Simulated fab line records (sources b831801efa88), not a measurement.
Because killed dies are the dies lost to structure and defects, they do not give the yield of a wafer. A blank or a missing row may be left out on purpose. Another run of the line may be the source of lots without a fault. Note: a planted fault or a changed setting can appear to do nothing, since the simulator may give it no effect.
Which tool was responsible? | flow gf180mcu | 11 lots, 33 wafers sampled, at 5 steps of a route of 602

WHAT THE GAUGES READ, wafer by wafer
GF_V4_THK_MEAS_03.
lot  | measured     | on            | V4_CVD_02_THK (nm)
L732 | day 24 02:15 | film-metro-02 | 837 839 856
L733 | day 24 07:14 | film-metro-01 | 843 837 841
L734 | day 25 03:25 | film-metro-03 | 853 850 869
L735 | day 25 06:14 | film-metro-01 | 838 853 855
L736 | day 25 23:47 | film-metro-01 | 855 855 850
L738 | day 26 01:19 | film-metro-01 | 846 847 862
L739 | day 26 11:34 | film-metro-03 | 855 850 859
L749 | day 29 11:03 | film-metro-03 | 1321 856 1338
L751 | day 29 21:46 | film-metro-01 | 840 833 852
L752 | day 30 02:35 | film-metro-01 | 830 843 847
L754 | day 30 19:24 | film-metro-01 | 842 854 861

GF_V4_CD_MEAS_14 targets a cd of 260 nm.
lot  | measured     | on        | cd-nm (nm)
L732 | day 25 00:49 | cd-sem-02 | 260.1 259.5 259.4
L733 | day 25 05:41 | cd-sem-02 | 259.3 259.9 259.7
L734 | day 26 01:00 | cd-sem-02 | 262.1 262.3 261.9
L735 | day 26 04:15 | cd-sem-01 | 259.5 260.8 259.5
L736 | day 26 20:27 | cd-sem-02 | 260.1 260.6 260.4
L738 | day 26 21:48 | cd-sem-02 | 259.4 260.3 260.3
L739 | day 27 08:48 | cd-sem-02 | 258.7 259.8 258.8
L749 | day 30 06:35 | cd-sem-02 | 260.0 260.9 260.6
L751 | day 30 16:54 | cd-sem-01 | 258.5 259.8 259.5
L752 | day 30 22:35 | cd-sem-02 | 258.0 258.9 258.4
L754 | day 31 14:32 | cd-sem-02 | 262.1 260.6 261.2

WHAT TOOL EACH LOT RAN ON (gives the tool, then ch and the chambers of the sampled wafers, and finally the start)
lot  | GF_V3_SPUTTER_22             | GF_V4_CVD_02                    | GF_V4_CMP_04
L732 | pvd-sputter-01, day 23 01:49 | pecvd-01 ch 0,1,2, day 24 02:10 | cmp-02 ch 0,1,3, day 24 02:18
L733 | pvd-sputter-03, day 23 07:01 | pecvd-03 ch 0,1,2, day 24 07:10 | cmp-01 ch 0,1,3, day 24 07:18
L734 | pvd-sputter-03, day 24 03:34 | pecvd-03 ch 0,1,2, day 25 03:22 | cmp-01 ch 0,1,2, day 25 03:33
L735 | pvd-sputter-03, day 24 06:43 | pecvd-01 ch 1,2, day 25 06:09   | cmp-01 ch 2,3, day 25 06:17
L736 | pvd-sputter-01, day 25 00:14 | pecvd-03 ch 0,2, day 25 23:41   | cmp-01 ch 0,3, day 25 23:52
L738 | pvd-sputter-03, day 25 01:52 | pecvd-03 ch 0,2, day 26 01:13   | cmp-02 ch 1,2,3, day 26 01:30
L739 | pvd-sputter-01, day 25 12:49 | pecvd-01 ch 0,2, day 26 11:29   | cmp-02 ch 1,2,3, day 26 11:37
L749 | pvd-sputter-03, day 28 13:45 | pecvd-01 ch 0,2, day 29 10:59   | cmp-01 ch 0,1,3, day 29 11:07
L751 | pvd-sputter-04, day 29 00:17 | pecvd-03 ch 0,2, day 29 21:41   | cmp-02 ch 0,1, day 29 21:49
L752 | pvd-sputter-01, day 29 06:23 | pecvd-03 ch 0,1,2, day 30 02:31 | cmp-02 ch 1,2,3, day 30 03:38
L754 | pvd-sputter-04, day 29 22:43 | pecvd-04 ch 0,2, day 30 19:20   | cmp-01 ch 0,1,3, day 30 19:34
- GF_V3_SPUTTER_22: material TiN, target thk 10 nm, time 40 s.
- GF_V4_CVD_02: deposits SiO2 from TEOS, target thk 850 nm, time 94.851 s.
- GF_V4_CMP_04: polishes SiO2.

AS READ BY THE TOOLS THEMSELVES (means over the sampled wafers that have a number; for cases with no such wafer, the mark the record gives instead)
GF_V3_SPUTTER_22.
lot  | tool           | chamber-pressure-pa (Pa) | throttle-valve-pct (%)
L732 | pvd-sputter-01 | 4.997                    | 30.2
L733 | pvd-sputter-03 | 5.006                    | 30.6
L734 | pvd-sputter-03 | 5.006                    | 30.1
L735 | pvd-sputter-03 | 4.993                    | 30.8
L736 | pvd-sputter-01 | 5.002                    | 31.0
L738 | pvd-sputter-03 | 4.999                    | 31.9
L739 | pvd-sputter-01 | 5.002                    | 30.6
L749 | pvd-sputter-03 | 4.998                    | 30.8
L751 | pvd-sputter-04 | 4.999                    | 31.2
L752 | pvd-sputter-01 | 4.996                    | 30.5
L754 | pvd-sputter-04 | 4.994                    | 31.1

GF_V4_CVD_02.
lot  | tool     | heater-power-w (W)
L732 | pecvd-01 | 638
L733 | pecvd-03 | 687
L734 | pecvd-03 | 713
L735 | pecvd-01 | 543
L736 | pecvd-03 | 706
L738 | pecvd-03 | 721
L739 | pecvd-01 | 632
L749 | pecvd-01 | 692
L751 | pecvd-03 | 698
L752 | pecvd-03 | 744
L754 | pecvd-04 | 606

GF_V4_CMP_04.
lot  | tool   | motor-current-A (A) | time-to-endpoint-s (s)
L732 | cmp-02 | 13.1                | 81
L733 | cmp-01 | 11.9                | 75
L734 | cmp-01 | 11.5                | 83
L735 | cmp-01 | 11.6                | 86
L736 | cmp-01 | 12.3                | 80
L738 | cmp-02 | 13.2                | 80
L739 | cmp-02 | 12.9                | 82
L749 | cmp-01 | 11.9                | 199
L751 | cmp-02 | 12.2                | 77
L752 | cmp-02 | 13.5                | 76
L754 | cmp-01 | 12.5                | 78

THE ANSWER, worked out from the rows above alone
Rule: usual is defined by the lots themselves. Put in order of their means at a reading, lots are off if they are a third of the lots or fewer, leave a main group of 4 or more, and stand apart from it by a gap of 3 or more times the standard deviation of the main group's means; of several such gaps the widest counts. A main group is skipped when, at the precision printed for the reading in the tables above, its means are all equal. Also off: a lot with no number at a reading for which 4 or more lots have one. The other lots that the step has rows for count as sound. After the gauges, taken in route order, come the tools' own readings; for these a lot's mean is taken, as printed above. At the first step where some lot is off, the reading lying furthest off is the one used; lots without a number count as furthest.
Off: L749, at GF_V4_THK_MEAS_03 (V4_CVD_02_THK). The main group has a mean of 848 nm with a standard deviation of 6.1.
A tool fits if, at a process step before that reading, it ran every lot that is off, and no sound lot after the first of them. Not tried: the gauges at GF_V4_THK_MEAS_03; whatever is off there is also off at GF_V4_CMP_04, on other tools, and gauge error can't account for it. 2 tools fit, pvd-sputter-03 at GF_V3_SPUTTER_22 and pecvd-01 at GF_V4_CVD_02, so this cannot tell which one it is.

WHAT THE SIMULATOR HAD INSERTED
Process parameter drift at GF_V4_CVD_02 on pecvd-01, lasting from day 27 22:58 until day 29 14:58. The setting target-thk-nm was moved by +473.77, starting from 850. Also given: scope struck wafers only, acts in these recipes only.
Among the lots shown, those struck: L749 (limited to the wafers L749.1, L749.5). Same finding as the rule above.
